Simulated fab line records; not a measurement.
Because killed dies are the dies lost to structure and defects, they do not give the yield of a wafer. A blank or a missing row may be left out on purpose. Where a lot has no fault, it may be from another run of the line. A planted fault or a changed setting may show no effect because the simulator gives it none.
Chamber matching    flow sky130    4 sister chambers for SKY_FIELD_ISO_ETCH_15 on rieDiel-01
The step etches the open film in CHF3/O2, stops on Si, target depth 180 nm, time 72 s. 8 wafers are shown with their chamber, then 8 later ones without.

## WAFERS WITH THEIR CHAMBER
wafer   chamber  throttleValvePct (%)  oesProductAu (a.u.)
L487.3  3        8.836                 0.948
L489.2  3        8.846                 0.943
L491.1  0        8.840                 0.948
L494.3  0        8.836                 0.939
L494.4  1        8.846                 0.934
L496.5  2        8.846                 0.946
L496.6  1        8.854                 0.959
L506.3  2        8.844                 0.963

## WAFERS WITH NO CHAMBER GIVEN
wafer   throttleValvePct (%)  oesProductAu (a.u.)
L506.4  8.851                 0.947
L506.5  8.853                 0.945
L507.2  8.825                 0.943
L507.4  8.850                 0.956
L507.6  8.856                 0.952
L508.1  8.848                 0.937
L508.4  8.846                 0.931
L508.6  8.838                 0.932

## WHICH CHAMBER EACH ONE RAN IN
wafer   from the rows above                in truth
L506.4  can't be placed: 1 or 2 or 3       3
L506.5  can't be placed: 1 or 2 or 3       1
L507.2  can't be placed: 0 or 3 or 2       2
L507.4  can't be placed: 1 or 2 or 3 or 0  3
L507.6  can't be placed: 1 or 2 or 3       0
L508.1  can't be placed: 1 or 3 or 2 or 0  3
L508.4  can't be placed: 1 or 3 or 0 or 2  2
L508.6  can't be placed: 0 or 3 or 2 or 1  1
Placed correctly: 0 of 8. Unplaceable from these rows: 8, with the true chamber sitting among the candidates in 7. Placed wrongly: 0.
How it was worked out, from the rows above alone: a wafer's distance from a chamber is the root of the sum, over the readings, of the square of ((its reading less the chamber's mean) divided by the reading's scatter). The wafer belongs to the nearest chamber; if the next one is less than 2 further off, it can't be placed. Each chamber's mean is taken over the wafers shown for it. The scatter: the root of (the sum of the squares of (reading less its chamber's mean) over the shown wafers, divided by (wafers less chambers)).
